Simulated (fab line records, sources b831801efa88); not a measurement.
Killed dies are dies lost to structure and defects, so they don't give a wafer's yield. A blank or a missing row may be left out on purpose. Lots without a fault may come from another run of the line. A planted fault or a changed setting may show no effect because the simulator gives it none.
fab line records | flow sky130
record lots=5 wafers=15 last_day=50
route steps=708 shown VT_ADJUST_LVTN@109 VT_ADJUST_NCORE@119 PAD_OPEN@708
lots that met no fault: from a run of the same line without faults
start_h: hours from the record's first day to the start of the lot's first wafer shown | wait_h: hours since the lot's step before | " the same as in the row above | L1.1+2: a row that stands for several wafers | - no value, or no start given | * or withheld: withheld | < > ~ a bound
route shown NAME@n: a module of which the file shows steps, and the number in the route of the first | usual: mean/standard deviation of fault-free wafers | same: alike in all rows | chamber/n: place in a boat | sites: the reading at each site | _std_site: their standard deviation | _edge_site: outer sites' mean less inner sites' | radius_mm: how far each site lies from the wafer's centre | mask NAME#n: copy n | behind: the tool/chamber that last shaped the wafer | hold: why the lot was held/for how many hours/how that ended | device: the transistor (n, p or np) that didn't switch | end of line: the same wafers' tests at the end of the route | a step without rows: its recipe alone | killed: dies lost to structure and defects at the first sort, not the wafer's yield | map: a wafer's dies, x killed, . not, _ none there
set.NAME: the setting as run; set.NAME@STEP: as run at that earlier step | model.NAME: the simulator's own value behind a step, which no gauge read
lots at some steps of the route; a table a step, a row a wafer
services: from which hour (start_h, from the record's first day; less than 0 if before it) a tool's chamber was out of use, for how many hours, and why
## steps
# step SKY_VT_ADJUST_LVTN_HMDS_12
# recipe prime_time_s=60 prime_temp_c=120
# step SKY_VT_ADJUST_LVTN_COAT_13
# recipe resist=NOVOLAK spin_rpm=3000 resist_thk_nm=1140
# step SKY_VT_ADJUST_LVTN_SOFTBAKE_14
# recipe temp_c=90 time_s=60 resist=NOVOLAK
# step SKY_VT_ADJUST_LVTN_EXPOSE_15
# recipe mask_id=HVN_STD_DERIVED na=0.6 source_shape=conventional sigma_outer=0.6 polarization=unpolarized target_cd_nm=600 dose_mj=163
# step SKY_VT_ADJUST_LVTN_PEB_16
# recipe temp_c=withheld time_s=* resist=NOVOLAK
# step SKY_VT_ADJUST_LVTN_DEVELOP_17
# recipe resist=NOVOLAK developer=TMAH develop_time_s=60 dev_temp_c=23
# step SKY_VT_ADJUST_LVTN_OVL_MEAS_18
# usual VT_ADJUST_LVTN_01_OVL=-2.0/1.4
# columns lot.wafer tool chamber start_h wait_h VT_ADJUST_LVTN_01_OVL[nm]
L217.2 overlay-01 - 200.20 0.1 -1.5
L217.3 " - " " -0.9
L217.5 " - " " -1.2
L220.3 overlay-02 - 224.55 0.1 -2.6
L220.4 " - " " -3.0
L220.6 " - " " -3.8
L231.1 overlay-02 - 302.19 0.1 -1.3
L231.2 " - " " -1.8
L231.5 " - " " -0.7
L233.1 overlay-02 - 313.30 0.1 -0.9
L233.5 " - " " -0.4
L233.6 " - " " -1.5
L234.4 overlay-02 - 323.50 0.1 -1.2
L234.5 " - " " -1.9
L234.6 " - " " -0.8
# step SKY_VT_ADJUST_LVTN_IMPLANT_19
# recipe species=B energy_kev=30 dose_cm2=6.5e+11 tilt_deg=withheld
# step SKY_VT_ADJUST_LVTN_STRIP_20
# recipe chemistry=O2/N2 power_w=1400 pressure_mtorr=1500 platen_temp_c=withheld o2_flow_sccm=3000 n2_flow_sccm=300 overash_fraction=0.5
# usual drypump_motor_current_A=5.6/0.39 oes_product_au=0.715/0.0049 strip_time_to_endpoint_s=14.17/0.039
# columns lot.wafer tool chamber start_h wait_h drypump_motor_current_A oes_product_au rf_hours_counter_h strip_time_to_endpoint_s
L217.2 plasma_asher-01 1 200.38 0.1 5.3 0.723 37 14.22
L217.3 " 1 " " 5.3 0.722 - 14.19
L217.5 " 1 " " 5.3 0.714 - 14.21
L220.3 plasma_asher-04 1 224.76 0.1 4.9 0.711 - 14.15
L220.4 " 0 " " 5.6 0.709 - 14.17
L220.6 " 0 " " 5.6 0.716 - 14.14
L231.1 plasma_asher-03 0 302.37 0.1 6.2 0.714 18 14.15
L231.2 " 1 " " 6.2 0.718 18 14.16
L231.5 " 0 " " 6.2 0.710 - 14.19
L233.1 plasma_asher-03 0 313.49 0.1 6.2 0.720 19 14.15
L233.5 " 1 " " 6.2 0.712 - 14.10
L233.6 " 0 " " 6.2 0.709 - 14.14
L234.4 plasma_asher-01 1 323.71 0.1 5.3 0.716 - 14.24
L234.5 " 1 " " 5.3 0.719 - 14.19
L234.6 " 0 " " 5.7 0.711 - 14.23
# step SKY_VT_ADJUST_LVTN_TW_MEAS_21
# usual VT_ADJUST_LVTN_2_TW=186.4/2.1
# columns lot.wafer tool chamber start_h wait_h VT_ADJUST_LVTN_2_TW
L217.2 film_metro-03 - 200.49 0.1 183.5
L217.3 " - " " 183.3
L217.5 " - " " 184.0
L220.3 film_metro-02 - 224.84 0.1 183.0
L220.4 " - " " 184.9
L220.6 " - " " 182.8
L231.1 film_metro-04 - 302.47 0.1 188.2
L231.2 " - " " 188.3
L231.5 " - " " 188.6
L233.1 film_metro-02 - 313.59 0.1 185.0
L233.5 " - " " 185.5
L233.6 " - " " 185.0
L234.4 film_metro-02 - 323.80 0.1 185.8
L234.5 " - " " 184.8
L234.6 " - " " 184.8
# step SKY_VT_ADJUST_NCORE_DEHYDRATE_00
# recipe temp_c=200 time_s=60
# step SKY_VT_ADJUST_NCORE_HMDS_01
# recipe prime_time_s=60 prime_temp_c=120
# step SKY_VT_ADJUST_NCORE_COAT_02
# recipe resist=NOVOLAK spin_rpm=3000 resist_thk_nm=1140
# columns lot.wafer tool chamber start_h wait_h model.NOVOLAK_of_VT_ADJUST_NCORE_COAT_02.thk_nm
L217.2 litho_track-01 0 211.66 0.1 1132
L217.3+5 " 0 " " 1133
L220.3+4 litho_track-02 0 237.29 0.1 1136
L220.6 " 0 " " 1138
L231.1+2 litho_track-02 0 316.09 0.1 1138
L231.5 " 0 " " 1140
L233.1 litho_track-02 0 327.54 0.1 1198
L233.5 " 0 " " 1197
L233.6 " 0 " " 1194
L234.4 litho_track-01 0 337.71 0.1 1137
L234.5 " 0 " " 1138
L234.6 " 0 " " 1136
# step SKY_VT_ADJUST_NCORE_SOFTBAKE_03
# recipe temp_c=90 time_s=60 resist=NOVOLAK
# step SKY_VT_ADJUST_NCORE_EXPOSE_04
# recipe mask_id=LVTN_COMPLEMENT_THIN na=0.6 source_shape=conventional sigma_outer=0.6 polarization=unpolarized target_cd_nm=380 dose_mj=139
# step SKY_VT_ADJUST_NCORE_PEB_05
# recipe temp_c=withheld time_s=* resist=NOVOLAK
# step SKY_VT_ADJUST_NCORE_DEVELOP_06
# recipe resist=NOVOLAK developer=TMAH develop_time_s=60 dev_temp_c=23
# columns lot.wafer tool chamber start_h wait_h model.NOVOLAK_of_VT_ADJUST_NCORE_COAT_02.thk_nm
L217.2+3 litho_track-02 0 222.86 0.1 1132
L217.5 " 0 " " 1133
L220.3 litho_track-02 0 248.94 0.1 1136
L220.4 " 0 " " 1135
L220.6 " 0 " " 1138
L231.1 litho_track-01 0 329.73 0.1 1138
L231.2 " 0 " " 1137
L231.5 " 0 " " 1140
L233.1 litho_track-01 0 341.58 0.1 1198
L233.5 " 0 " " 1197
L233.6 " 0 " " 1193
L234.4 litho_track-02 0 352.91 0.1 1137
L234.5 " 0 " " 1138
L234.6 " 0 " " 1136
# step SKY_VT_ADJUST_NCORE_CD_MEAS_07
# recipe target_cd_nm=380
# usual cd_nm=380.3/2.3
# columns lot.wafer tool chamber start_h wait_h cd_nm
L217.2 cd_sem-01 - 223.01 0.1 379.4
L217.3 " - " " 381.3
L217.5 " - " " 381.2
L220.3 cd_sem-02 - 249.08 0.1 381.2
L220.4 " - " " 379.9
L220.6 " - " " 379.3
L231.1 cd_sem-02 - 329.88 0.1 378.8
L231.2 " - " " 380.0
L231.5 " - " " 379.7
L233.1 cd_sem-01 - 341.73 0.1 373.2
L233.5 " - " " 375.0
L233.6 " - " " 371.9
L234.4 cd_sem-01 - 353.05 0.1 376.1
L234.5 " - " " 378.6
L234.6 " - " " 377.2
# step SKY_VT_ADJUST_NCORE_OVL_MEAS_08
# usual VT_ADJUST_NCORE_OVL=-0.1/1.5
# columns lot.wafer tool chamber start_h wait_h VT_ADJUST_NCORE_OVL[nm]
L217.2 overlay-02 - 223.11 0.1 1.2
L217.3 " - " " 0.3
L217.5 " - " " 0.4
L220.3 overlay-02 - 249.17 0.1 -0.6
L220.4 " - " " 0.4
L220.6 " - " " -0.6
L231.1 overlay-02 - 330.00 0.1 -1.2
L231.2 " - " " -1.3
L231.5 " - " " -2.0
L233.1 overlay-02 - 341.85 0.1 3.6
L233.5 " - " " 2.9
L233.6 " - " " 1.6
L234.4 overlay-01 - 353.12 0.1 -3.3
L234.5 " - " " -2.0
L234.6 " - " " -3.2
# step SKY_VT_ADJUST_NCORE_IMPLANT_09
# recipe species=B energy_kev=10 dose_cm2=2.4e+12 tilt_deg=withheld
# step SKY_VT_ADJUST_NCORE_STRIP_10
# recipe chemistry=O2/N2 power_w=1400 pressure_mtorr=1500 platen_temp_c=withheld o2_flow_sccm=3000 n2_flow_sccm=300 overash_fraction=0.5
# usual drypump_motor_current_A=5.5/0.36 oes_product_au=0.716/0.0045 strip_time_to_endpoint_s=14.16/0.041
# columns lot.wafer tool chamber start_h wait_h drypump_motor_current_A oes_product_au rf_hours_counter_h strip_time_to_endpoint_s
L217.2 plasma_asher-02 0 223.29 0.1 5.8 0.720 52 14.10
L217.3 " 0 " " 5.8 0.725 - 14.08
L217.5 " 0 " " 5.8 0.724 - 14.09
L220.3 plasma_asher-04 1 249.38 0.1 4.9 0.719 - 14.14
L220.4 " 0 " " 5.6 0.720 - 14.13
L220.6 " 0 " " 5.6 0.713 - 14.15
L231.1 plasma_asher-02 1 330.19 0.1 6.0 0.716 62 14.14
L231.2 " 0 " " 5.8 0.712 62 14.15
L231.5 " 1 " " 6.0 0.712 - 14.19
L233.1 plasma_asher-02 1 342.04 0.1 6.0 0.716 63 14.81
L233.5 " 0 " " 5.8 0.716 - 14.82
L233.6 " 1 " " 6.0 0.714 - 14.77
L234.4 plasma_asher-01 0 353.33 0.1 5.7 0.719 - 14.14
L234.5 " 0 " " 5.7 0.718 - 14.15
L234.6 " 1 " " 5.3 0.714 - 14.15
# step SKY_VT_ADJUST_NCORE_TW_MEAS_11
# usual VT_ADJUST_NCORE_TW=215.9/1.5
# columns lot.wafer tool chamber start_h wait_h VT_ADJUST_NCORE_TW
L217.2 film_metro-02 - 223.40 0.1 213.8
L217.3 " - " " 213.7
L217.5 " - " " 214.0
L220.3 film_metro-03 - 249.46 0.1 214.4
L220.4 " - " " 215.6
L220.6 " - " " 214.3
L231.1 film_metro-01 - 330.29 0.1 216.4
L231.2 " - " " 217.3
L231.5 " - " " 217.0
L233.1 film_metro-02 - 342.14 0.1 216.3
L233.5 " - " " 216.6
L233.6 " - " " 214.7
L234.4 film_metro-01 - 353.42 0.1 216.3
L234.5 " - " " 217.2
L234.6 " - " " 218.0
# step SKY_PAD_OPEN_PROBE_99
# usual killed_at_M0_to_M3=43/7.8 killed_at_M4_up=3.2/1.9 killed_at_contacts=24/5 killed_at_front_end=14/4.5 killed_at_other=0.2/0.41 killed_dies=84/9.6 killed_open=47/6.9 killed_short=38/6
# same gross_dies=492 killed_at_back_side=0
# columns lot.wafer tool chamber start_h wait_h killed_at_M0_to_M3 killed_at_M4_up killed_at_contacts killed_at_front_end killed_at_other killed_dies killed_open killed_short
L233.1 prober-01 - 1195.35 0.1 40 4 30 15 0 89 49 40
L233.5 prober-01 - 1195.55 0.2 36 4 27 10 0 77 38 39
L233.6 prober-01 - 1195.60 0.2 41 2 24 12 0 79 45 34
# killed by level:class
L233.1 LI_CONTACT:geometric_particle:open=11 CONTACT:geometric_particle:open=8 VIA1:geometric_particle:open=8 VIA3:geometric_particle:open=8 VIA1:geometric_particle:short=6 FIELD_ISO:geometric_particle:short=5 POLY_GATE:geometric_particle:open=5 CONTACT:geometric_particle:short=5
L233.5 VIA1:geometric_particle:open=8 LOCAL_INTERCONNECT:geometric_particle:short=7 LI_CONTACT:geometric_particle:open=7 CONTACT:geometric_particle:open=7 METAL2:geometric_particle:short=7 POLY_GATE:geometric_particle:short=4 METAL1:geometric_particle:short=4 VIA3:geometric_particle:open=4
L233.6 VIA1:geometric_particle:open=13 CONTACT:geometric_particle:open=8 LI_CONTACT:geometric_particle:open=6 LOCAL_INTERCONNECT:geometric_particle:short=5 VIA2:geometric_particle:open=5 VIA3:geometric_particle:open=5 METAL1:geometric_particle:short=4 VIA1:geometric_particle:short=4
## services
# columns tool chamber start_h hours kind
plasma_asher-04 - 211.45 3.7 repair
plasma_asher-02 - 301.22 6.1 repair
plasma_asher-04 - 303.50 14.6 pm
## key
first_sign step=SKY_VT_ADJUST_NCORE_CD_MEAS_07 reading=cd_nm direction=down sigmas=3 usual=380.3 struck=373.4
effect step=SKY_VT_ADJUST_NCORE_STRIP_10 reading=strip_time_to_endpoint_s direction=up sigmas=16 usual=* struck=*
model_effect step=SKY_VT_ADJUST_NCORE_COAT_02 value=NOVOLAK_of_VT_ADJUST_NCORE_COAT_02.thk_nm without=1143 struck=1196
model_effect step=SKY_VT_ADJUST_NCORE_DEVELOP_06 value=NOVOLAK_of_VT_ADJUST_NCORE_COAT_02.thk_nm without=1142 struck=1196
met_at SKY_VT_ADJUST_NCORE_COAT_02
struck_wafers L233.1,L233.5,L233.6
tester_left_out L233
onset_between 316.09 327.54
also_fits SKY_VT_ADJUST_LVTN_STRIP_20:plasma_asher-03,SKY_VT_ADJUST_NCORE_DEVELOP_06:litho_track-01
fault kind=process_parameter_drift tool=litho_track-02 chamber=- onset_h=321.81 steps=SKY_VT_ADJUST_NCORE_COAT_02 channel=resist_thk_nm offset=53.649 shape=step end_h=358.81 acts_in=these_recipes_only stated=1140
# tester_left_out: of these lots the tester's yield and bins aren't shown, on N5 and GAA mostly nor the transistor test; their killed dies are dies lost to structure and defects alone, not to doping, threshold or leakage, so they don't give the yield
